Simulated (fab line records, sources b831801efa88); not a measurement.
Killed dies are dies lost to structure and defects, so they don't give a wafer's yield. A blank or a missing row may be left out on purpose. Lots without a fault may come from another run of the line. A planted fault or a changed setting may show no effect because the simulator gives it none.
fab line records | flow sfq_line
record lots=6 wafers=18 last_day=80
route steps=325 shown M5@198 A5B@209 R5@212 I5@228 M8@325
lots that met no fault: from a run of the same line without faults
start_h: hours from the record's first day to the start of the lot's first wafer shown | wait_h: hours since the lot's step before | " the same as in the row above | L1.1+2: a row that stands for several wafers | - no value, or no start given | * or withheld: withheld | < > ~ a bound
route shown NAME@n: a module of which the file shows steps, and the number in the route of the first | usual: mean/standard deviation of fault-free wafers | same: alike in all rows | chamber/n: place in a boat | sites: the reading at each site | _std_site: their standard deviation | _edge_site: outer sites' mean less inner sites' | radius_mm: how far each site lies from the wafer's centre | mask NAME#n: copy n | behind: the tool/chamber that last shaped the wafer | hold: why the lot was held/for how many hours/how that ended | device: the transistor (n, p or np) that didn't switch | end of line: the same wafers' tests at the end of the route | a step without rows: its recipe alone | killed: dies lost to structure and defects at the first sort, not the wafer's yield | map: a wafer's dies, x killed, . not, _ none there
set.NAME: the setting as run; set.NAME@STEP: as run at that earlier step | model.NAME: the simulator's own value behind a step, which no gauge read
lots at some steps of the route; a table a step, a row a wafer
services: from which hour (start_h, from the record's first day; less than 0 if before it) a tool's chamber was out of use, for how many hours, and why
## steps
# step SFQ_TRILAYER_M5_LITHO_COAT_128
# recipe resist=BARC spin_rpm=3000 resist_thk_nm=62
# step SFQ_TRILAYER_M5_LITHO_COAT_123
# recipe resist=KrF spin_rpm=3000 resist_thk_nm=600
# step SFQ_TRILAYER_M5_LITHO_SOFTBAKE_127
# recipe temp_c=withheld time_s=withheld resist=KrF
# step SFQ_TRILAYER_M5_LITHO_EXPOSE_124
# recipe mask_id=M5 na=0.6 source_shape=conventional sigma_outer=0.65 target_cd_nm=700 dose_mj=14.4
# step SFQ_TRILAYER_M5_LITHO_PEB_126
# recipe peb_temp_c=115 peb_time_s=60 resist=KrF
# step SFQ_TRILAYER_M5_LITHO_DEVELOP_125
# recipe time_s=60 resist=KrF
# step SFQ_M5_OVL_MEAS_932
# usual M5_OVL=0/5.5
# columns lot.wafer tool chamber start_h wait_h M5_OVL[nm]
L690.2 overlay-02 - 1290.03 0.1 5
L690.5 " - " " 11
L690.6 " - " " 11
L693.2 overlay-01 - 1296.78 0.1 3
L693.3 " - " " 6
L693.6 " - " " 7
L697.1 overlay-01 - 1427.91 0.1 2
L697.2 " - " " 4
L697.3 " - " " 4
L698.2 overlay-01 - 1429.11 0.1 -7
L698.3 " - " " -4
L698.4 " - " " -12
L707.1 overlay-01 - 1593.09 0.1 3
L707.3 " - " " -2
L707.5 " - " " -4
L709.1 overlay-01 - 1621.09 0.1 -1
L709.2 " - " " -2
L709.5 " - " " -2
# step SFQ_TRILAYER_M5_BARC_OPEN_METAL_ETCH_161
# recipe mask_material=PR chemistry=O2 target_depth_nm=125 target=BARC icp_w=600 bias_w=80 pressure_mtorr=10 time_s=41.7
# step SFQ_TRILAYER_M5_ETCH_METAL_ETCH_126
# recipe target=Nb stop_on=SiO2 mask_material=PR over_etch_frac=0.15 time_s=203.2 chemistry=Cl2/BCl3 target_depth_nm=265 icp_w=600 bias_w=80 pressure_mtorr=10
# usual drypump_motor_current_A=5.7/0.48 oes_product_au=0.729/0.0062
# columns lot.wafer tool chamber start_h wait_h drypump_motor_current_A oes_product_au rf_hours_counter_h
L690.2 rie_metal-01 1 1290.12 0.0 6.3 0.724 76
L690.5 " 1 " " 6.3 0.736 -
L690.6 " 0 " " 5.3 0.732 -
L693.2 rie_metal-01 0 1296.87 0.0 5.3 0.729 90
L693.3 " 1 " " 6.3 0.736 -
L693.6 " 1 " " 6.3 0.736 -
L697.1 rie_metal-03 0 1428.00 0.0 5.5 0.728 26
L697.2 " 1 " " 6.2 0.725 88
L697.3 " 0 " " 5.5 0.733 -
L698.2 rie_metal-01 1 1429.20 0.0 6.3 0.730 96
L698.3 " 1 " " 6.3 0.729 -
L698.4 " 0 " " 5.3 0.737 -
L707.1 rie_metal-04 0 1593.18 0.0 5.7 0.731 23
L707.3 " 0 " " 5.7 0.736 -
L707.5 " 1 " " 4.7 0.732 -
L709.1 rie_metal-03 1 1621.18 0.0 6.1 0.723 114
L709.2 " 0 " " 5.5 0.733 50
L709.5 " 1 " " 6.1 0.738 -
# step SFQ_TRILAYER_M5_STRIP_STRIP_127
# recipe gas=O2 power_w=200 platen_temp_c=40 overash_fraction=0.65 chemistry=O2 pressure_mtorr=50
# usual drypump_motor_current_A=5.7/0.47 oes_product_au=1.000/0.012
# columns lot.wafer tool chamber start_h wait_h drypump_motor_current_A oes_product_au rf_hours_counter_h
L690.2 rie_metal-01 1 1290.32 0.1 6.3 1.006 76
L690.5 " 1 " " 6.3 1.003 -
L690.6 " 0 " " 5.3 0.997 -
L693.2 rie_metal-01 0 1297.07 0.1 5.3 0.985 90
L693.3 " 1 " " 6.3 1.002 -
L693.6 " 1 " " 6.3 1.009 -
L697.1 rie_metal-03 0 1428.20 0.1 5.5 0.995 26
L697.2 " 1 " " 6.1 0.982 88
L697.3 " 0 " " 5.5 1.000 -
L698.2 rie_metal-01 1 1429.40 0.1 6.2 1.007 96
L698.3 " 1 " " 6.3 1.014 -
L698.4 " 0 " " 5.3 0.993 -
L707.1 rie_metal-04 0 1593.38 0.1 5.7 1.004 23
L707.3 " 0 " " 5.7 1.012 -
L707.5 " 1 " " 4.8 1.001 -
L709.1 rie_metal-03 1 1621.38 0.1 6.1 0.979 114
L709.2 " 0 " " 5.5 0.998 51
L709.5 " 1 " " 6.1 0.976 -
# step SFQ_TRILAYER_M5_STRIP_SOLV_CLEAN_128
# recipe chemistry=NMP temp_c=70 time_s=600
# step SFQ_TRILAYER_A5B_DEP_PECVD_129
# recipe material=SiO2 temp_c=150 time_s=133.33 pressure_torr=2.4 rf_w=183.3 precursor=SiH4/N2O target_thk_nm=600
# step SFQ_TRILAYER_A5B_CMP_CMP_130
# recipe stop_on=Nb down_force_psi=3 platen_rpm=60 target_thk_nm=340.7
# usual edge_zone_pressure_frac=1.000/0.0048 head_pressure_psi=3.000/0.0064 motor_current_A=10.4/0.79 retaining_ring_pressure_frac=1.000/0.0048
# columns lot.wafer tool chamber start_h wait_h edge_zone_pressure_frac head_pressure_psi motor_current_A retaining_ring_pressure_frac model.SiO2_of_TRILAYER_A5B_DEP_PECVD_129.thk_nm
L690.2 cmp-02 3 1291.68 0.5 1.004 2.997 10.7 1.003 330.1
L690.6 " 2 1293.18 2.0 0.995 3.014 11.4 0.994 330.1
L690.5 " 3 " " 0.999 3.005 10.6 1.003 332.6
L693.3 cmp-01 1 1301.30 3.4 1.006 2.986 9.2 0.990 344.8
L693.2 " 2 " " 1.007 3.006 10.7 1.009 352.8
L693.6 " 2 1303.80 5.9 1.006 3.009 10.3 1.012 362.3
L697.1 cmp-02 1 1439.41 10.4 - - - - 588.2
L697.2 " 3 1440.41 11.4 - - - - 586.3
L697.3 " 0 " " - - - - 601.7
L698.3 cmp-01 0 1441.53 11.3 - - - - 595.2
L698.2 " 1 " " - - - - 601.4
L698.4 " 2 " " - - - - 613.2
L707.1 cmp-02 2 1594.24 0.0 1.005 3.006 11.1 1.004 334.4
L707.3 " 0 1595.24 1.0 1.000 2.997 11.9 1.009 340
L707.5 " 3 1596.74 2.5 0.995 3.002 10.5 0.996 334.9
L709.2 cmp-02 0 1622.88 0.7 0.998 2.992 11.2 1.006 348.1
L709.1 " 1 " " 0.997 2.991 10.2 0.998 352.8
L709.5 " 3 1624.38 2.1 0.987 3.000 10.3 0.997 336.8
# step SFQ_TRILAYER_A5B_METRO_MEASURE_131
# usual thk_nm=343/6.6
# columns lot.wafer tool chamber start_h wait_h thk_nm
L690.2 film_metro-03 - 1294.38 2.2 330
L690.5 " - " " 333
L690.6 " - " " 330
L693.2 film_metro-03 - 1304.50 2.2 353
L693.3 " - " " 345
L693.6 " - " " 362
L697.1 film_metro-03 - 1442.41 2.5 588
L697.2 " - " " 586
L697.3 " - " " 602
L698.2 film_metro-02 - 1444.23 1.7 601
L698.3 " - " " 596
L698.4 " - " " 613
L707.1 film_metro-03 - 1597.24 2.5 335
L707.3 " - " " 340
L707.5 " - " " 334
L709.1 film_metro-03 - 1625.38 1.5 352
L709.2 " - " " 348
L709.5 " - " " 337
# step SFQ_TRILAYER_R5_DEP_SPUTTER_132
# recipe material=Ti base_pressure_pa=1.33e-06 target_thk_nm=5 power_w=2000 time_s=5 chamber_pressure_pa=0.4
# step SFQ_TRILAYER_R5_DEP_SPUTTER_133
# recipe material=MoNx base_pressure_pa=1.33e-06 target_thk_nm=40 power_w=1000 time_s=66.7 chamber_pressure_pa=0.4
# step SFQ_TRILAYER_R5_DEP_SPUTTER_134
# recipe material=Ti base_pressure_pa=1.33e-06 target_thk_nm=5 power_w=2000 time_s=5 chamber_pressure_pa=0.4
# usual throttle_valve_pct=30.0/1
# columns lot.wafer tool chamber start_h wait_h throttle_valve_pct
L690.2 pvd_sputter-06 - 1295.46 0.0 29.1
L690.5 " - " " 29.5
L690.6 " - " " 30.9
L693.2 pvd_sputter-06 - 1305.58 0.0 29.6
L693.3 " - " " 28.7
L693.6 " - " " 29.1
L697.1 pvd_sputter-06 - 1443.69 0.0 29.5
L697.2 " - " " 28.6
L697.3 " - " " 30.4
L698.2 pvd_sputter-04 - 1445.30 0.0 30.6
L698.3 " - " " 31.0
L698.4 " - " " 32.2
L707.1 pvd_sputter-04 - 1598.52 0.0 32.0
L707.3 " - " " 30.7
L707.5 " - " " 30.9
L709.1 pvd_sputter-06 - 1626.66 0.0 29.2
L709.2 " - " " 30.7
L709.5 " - " " 28.8
# step SFQ_R5_RS_MEAS_933
# recipe thk_meas_gauge=four-point-probe reads=Ti_of_TRILAYER_R5_DEP_SPUTTER_134+MoNx_of_TRILAYER_R5_DEP_SPUTTER_133+Ti_of_TRILAYER_R5_DEP_SPUTTER_132
# usual R5_MONX_RS=7.03/0.079
# columns lot.wafer tool chamber start_h wait_h R5_MONX_RS[ohm/sq]
L690.2 film_metro-03 - 1295.50 0.0 6.90
L690.5 " - " " 6.89
L690.6 " - " " 6.91
L693.2 film_metro-01 - 1305.62 0.0 6.89
L693.3 " - " " 6.88
L693.6 " - " " 6.83
L697.1 film_metro-01 - 1443.71 0.0 7.06
L697.2 " - " " 6.97
L697.3 " - " " 7.01
L698.2 film_metro-04 - 1445.34 0.0 7.16
L698.3 " - " " 7.18
L698.4 " - " " 7.10
L707.1 film_metro-04 - 1598.54 0.0 7.05
L707.3 " - " " 7.01
L707.5 " - " " 7.05
L709.1 film_metro-04 - 1626.67 0.0 7.01
L709.2 " - " " 7.15
L709.5 " - " " 6.98
# step SFQ_R5_THK_MEAS_934
# recipe thk_meas_gauge=xrf reads=MoNx_of_TRILAYER_R5_DEP_SPUTTER_133
# usual R5_MONX_THK=39.5/0.46
# columns lot.wafer tool chamber start_h wait_h R5_MONX_THK[nm]
L690.2 film_metro-03 - 1295.61 0.1 40.1
L690.5 " - " " 40.3
L690.6 " - " " 40.0
L693.2 film_metro-01 - 1305.73 0.1 40.0
L693.3 " - " " 40.1
L693.6 " - " " 40.6
L697.1 film_metro-01 - 1443.83 0.1 39.5
L697.2 " - " " 39.6
L697.3 " - " " 39.8
L698.2 film_metro-04 - 1445.45 0.1 38.7
L698.3 " - " " 38.8
L698.4 " - " " 39.2
L707.1 film_metro-04 - 1598.66 0.1 39.4
L707.3 " - " " 39.6
L707.5 " - " " 39.6
L709.1 film_metro-04 - 1626.79 0.1 39.8
L709.2 " - " " 38.8
L709.5 " - " " 40.0
# step SFQ_TRILAYER_R5_LITHO_COAT_141
# recipe resist=BARC spin_rpm=3000 resist_thk_nm=62
# step SFQ_TRILAYER_R5_LITHO_COAT_136
# recipe resist=KrF spin_rpm=3000 resist_thk_nm=600
# step SFQ_TRILAYER_R5_LITHO_SOFTBAKE_140
# recipe temp_c=withheld time_s=withheld resist=KrF
# step SFQ_TRILAYER_R5_LITHO_EXPOSE_137
# recipe mask_id=R5 na=0.6 source_shape=conventional sigma_outer=0.65 target_cd_nm=500 dose_mj=14.4
# step SFQ_TRILAYER_R5_LITHO_PEB_139
# recipe peb_temp_c=115 peb_time_s=60 resist=KrF
# step SFQ_TRILAYER_R5_LITHO_DEVELOP_138
# recipe time_s=60 resist=KrF
# step SFQ_R5_OVL_MEAS_935
# usual R5_OVL=-1/6.6
# columns lot.wafer tool chamber start_h wait_h R5_OVL[nm]
L690.2 overlay-02 - 1401.51 0.1 10
L690.5 " - " " 9
L690.6 " - " " 8
L693.2 overlay-02 - 1406.57 0.1 0
L693.3 " - " " -1
L693.6 " - " " 1
L697.1 overlay-02 - 1544.51 0.1 -6
L697.2 " - " " -8
L697.3 " - " " -8
L698.2 overlay-01 - 1545.71 0.1 -2
L698.3 " - " " -7
L698.4 " - " " -8
L707.1 overlay-01 - 1616.29 0.1 1
L707.3 " - " " -1
L707.5 " - " " 0
L709.1 overlay-01 - 1630.07 0.1 0
L709.2 " - " " -6
L709.5 " - " " -6
# step SFQ_TRILAYER_R5_BARC_OPEN_METAL_ETCH_177
# recipe mask_material=PR chemistry=O2 target_depth_nm=125 target=BARC icp_w=600 bias_w=80 pressure_mtorr=10 time_s=41.7
# step SFQ_TRILAYER_R5_ETCH_METAL_ETCH_139
# recipe stop_on=SiO2 mask_material=PR chemistry=Cl2 target_depth_nm=60 icp_w=600 bias_w=80 pressure_mtorr=10 time_s=40
# step SFQ_TRILAYER_R5_STRIP_STRIP_140
# recipe gas=O2 power_w=200 platen_temp_c=40 overash_fraction=0.65 chemistry=O2 pressure_mtorr=50
# step SFQ_TRILAYER_R5_STRIP_SOLV_CLEAN_141
# recipe chemistry=NMP temp_c=70 time_s=600
# step SFQ_TRILAYER_A5C_DEP_PECVD_142
# recipe material=SiO2 temp_c=150 time_s=15.556 pressure_torr=2.4 rf_w=183.3 precursor=SiH4/N2O target_thk_nm=70
# usual heater_power_w=81/15 throttle_valve_pct=24.8/1.2
# columns lot.wafer tool chamber start_h wait_h heater_power_w throttle_valve_pct
L690.2 pecvd-01 0 1402.44 0.0 92 23.8
L690.5 " 2 " " 80 24.4
L690.6 " 0 " " 93 23.7
L693.2 pecvd-01 0 1407.49 0.0 99 23.6
L693.3 " 2 " " 69 24.8
L693.6 " 2 " " 71 24.6
L697.1 pecvd-02 1 1545.44 0.0 59 24.6
L697.2 " 2 " " 63 27.6
L697.3 " 0 " " 61 25.7
L698.2 pecvd-01 0 1546.64 0.0 103 23.8
L698.3 " 1 " " 107 24.2
L698.4 " 0 " " 105 23.8
L707.1 pecvd-02 2 1617.22 0.0 66 27.6
L707.3 " 0 " " 55 25.8
L707.5 " 2 " " 64 27.8
L709.1 pecvd-04 2 1631.00 0.0 102 24.9
L709.2 " 1 " " 87 23.7
L709.5 " 2 " " 101 24.9
# step SFQ_TRILAYER_I5_LITHO_COAT_149
# recipe resist=BARC spin_rpm=3000 resist_thk_nm=62
# step SFQ_TRILAYER_I5_LITHO_COAT_144
# recipe resist=KrF spin_rpm=3000 resist_thk_nm=650
# step SFQ_TRILAYER_I5_LITHO_SOFTBAKE_148
# recipe temp_c=withheld time_s=withheld resist=KrF
# step SFQ_TRILAYER_I5_LITHO_EXPOSE_145
# recipe mask_id=I5 na=0.6 source_shape=conventional sigma_outer=0.65 target_cd_nm=700 dose_mj=21.3
# step SFQ_TRILAYER_I5_LITHO_PEB_147
# recipe peb_temp_c=115 peb_time_s=60 resist=KrF
# step SFQ_TRILAYER_I5_LITHO_DEVELOP_146
# recipe time_s=60 resist=KrF
# step SFQ_I5_OVL_MEAS_936
# usual I5_OVL=-1/5.4
# columns lot.wafer tool chamber start_h wait_h I5_OVL[nm]
L690.2 overlay-02 - 1450.81 0.1 -4
L690.5 " - " " 0
L690.6 " - " " -4
L693.2 overlay-02 - 1454.41 0.1 -7
L693.3 " - " " -2
L693.6 " - " " -8
L697.1 overlay-01 - 1594.29 0.1 -5
L697.2 " - " " 1
L697.3 " - " " 0
L698.2 overlay-01 - 1595.49 0.1 7
L698.3 " - " " 1
L698.4 " - " " -1
L707.1 overlay-01 - 1623.49 0.1 2
L707.3 " - " " 3
L707.5 " - " " 5
L709.1 overlay-02 - 1633.27 0.1 -2
L709.2 " - " " 2
L709.5 " - " " -2
# step SFQ_TRILAYER_I5_BARC_OPEN_VIA_ETCH_200
# recipe mask_material=PR chemistry=O2 target_depth_nm=125 target=BARC source_w=500 bias_w=80 pressure_mtorr=30 time_s=41.7
# step SFQ_TRILAYER_I5_ETCH_VIA_ETCH_147
# recipe stop_on=Nb mask_material=PR chemistry=CHF3 target_depth_nm=360 source_w=500 bias_w=80 pressure_mtorr=30 time_s=withheld
# step SFQ_TRILAYER_I5_STRIP_STRIP_148
# recipe gas=O2 power_w=200 platen_temp_c=40 overash_fraction=0.65 chemistry=O2 pressure_mtorr=50
# usual drypump_motor_current_A=6.0/0.44 oes_product_au=1.000/0.0098
# columns lot.wafer tool chamber start_h wait_h drypump_motor_current_A oes_product_au rf_hours_counter_h
L690.2 rie_metal-01 1 1451.03 - 6.3 1.000 100
L690.5 " 0 " " 5.3 0.992 -
L690.6 " 1 " " 6.3 0.996 -
L693.2 rie_metal-02 0 1454.63 - 6.5 1.003 96
L693.3 " 1 " " 6.3 1.011 -
L693.6 " 0 " " 6.5 1.004 -
L697.1 rie_metal-02 1 1594.51 - 6.3 0.984 8
L697.2 " 0 " " 6.5 1.009 115
L697.3 " 1 " " 6.3 1.003 -
L698.2 rie_metal-03 1 1595.91 - 6.2 0.978 -
L698.3 " 1 " " 6.1 0.983 -
L698.4 " 1 " " 6.2 0.994 -
L707.1 rie_metal-03 1 1623.71 - 6.1 0.988 114
L707.3 " 0 " " 5.5 0.996 -
L707.5 " 0 " " 5.5 0.998 -
L709.1 rie_metal-03 0 1633.50 - 5.5 0.996 52
L709.2 " 1 " " 6.1 0.987 116
L709.5 " 1 " " 6.1 0.988 -
# step SFQ_TRILAYER_I5_STRIP_SOLV_CLEAN_149
# recipe chemistry=NMP temp_c=70 time_s=600
# step SFQ_M8_BOW_MEAS_951
# recipe mode=bow
# usual M8_BOW=11/11
# columns lot.wafer tool chamber start_h wait_h M8_BOW[um] model.etest.i5.link_ohm
L690.2 film_metro-03 - 1842.82 0.0 8 2.26
L690.5 " - " " 4 2.267
L690.6 " - " " 20 2.271
L693.2 film_metro-04 - 1851.21 0.0 25 2.297
L693.3 " - " " 23 2.31
L693.6 " - " " 22 2.317
L697.1 film_metro-04 - 1858.39 0.0 12 2.38
L697.2 " - " " 18 2.395
L697.3 " - " " 12 2.39
L698.2 film_metro-02 - 1862.01 0.0 18 2.384
L698.3 " - " " 8 2.389
L698.4 " - " " 23 2.396
L707.1 film_metro-04 - 1914.65 0.0 15 2.246
L707.3 " - " " 33 2.263
L707.5 " - " " 15 2.236
L709.1 film_metro-02 - 1917.05 0.0 -12 2.271
L709.2 " - " " -3 2.273
L709.5 " - " " 0 2.255
## services
# columns tool chamber start_h hours kind
pecvd-01 - 1282.47 0.9 repair
pecvd-01 2 1292.78 14.7 repair
pecvd-01 1 1294.18 6.2 repair
film_metro-03 - 1314.62 0.8 pm
pecvd-01 - 1337.40 0.5 repair
pvd_sputter-06 - 1342.89 2.1 repair
film_metro-03 - 1357.82 3.8 repair
rie_metal-01 - 1370.56 1.4 pm
film_metro-03 - 1374.62 1.0 pm
pecvd-01 1 1404.15 25.5 repair
film_metro-03 - 1414.27 0.5 pm
cmp-02 - 1429.41 4.0 pm
cmp-02 - 1456.61 19.3 repair
cmp-02 - 1460.56 0.7 repair
pecvd-01 - 1469.30 14.6 pm
pvd_sputter-06 - 1480.96 1.3 repair
film_metro-03 - 1495.53 1.7 pm
rie_metal-03 - 1524.39 0.7 repair
pvd_sputter-06 - 1555.54 3.2 repair
film_metro-03 - 1559.36 0.5 pm
cmp-02 - 1572.67 14.1 repair
rie_metal-03 - 1578.28 2.8 pm
pvd_sputter-06 - 1589.58 19.6 repair
film_metro-03 - 1619.45 1.1 pm
## key
first_sign step=SFQ_TRILAYER_A5B_CMP_CMP_130 reading=tool_record direction=missing
effect step=SFQ_TRILAYER_A5B_METRO_MEASURE_131 reading=thk_nm direction=up sigmas=39 usual=343 struck=598
model_effect step=SFQ_TRILAYER_A5B_CMP_CMP_130 value=SiO2_of_TRILAYER_A5B_DEP_PECVD_129.thk_nm without=340 struck=597.7
model_effect step=SFQ_M8_BOW_MEAS_951 value=etest.i5.link_ohm without=2.268 struck=2.389
met_at SFQ_TRILAYER_A5B_CMP_CMP_130
struck_wafers L697.1,L697.2,L697.3,L698.2,L698.3,L698.4
onset_between 1301.30 1439.41
fault kind=skipped_step_whole tool=cmp-01,cmp-02 chamber=- onset_h=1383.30 steps=SFQ_TRILAYER_A5B_CMP_CMP_130 scope=struck_lots_only
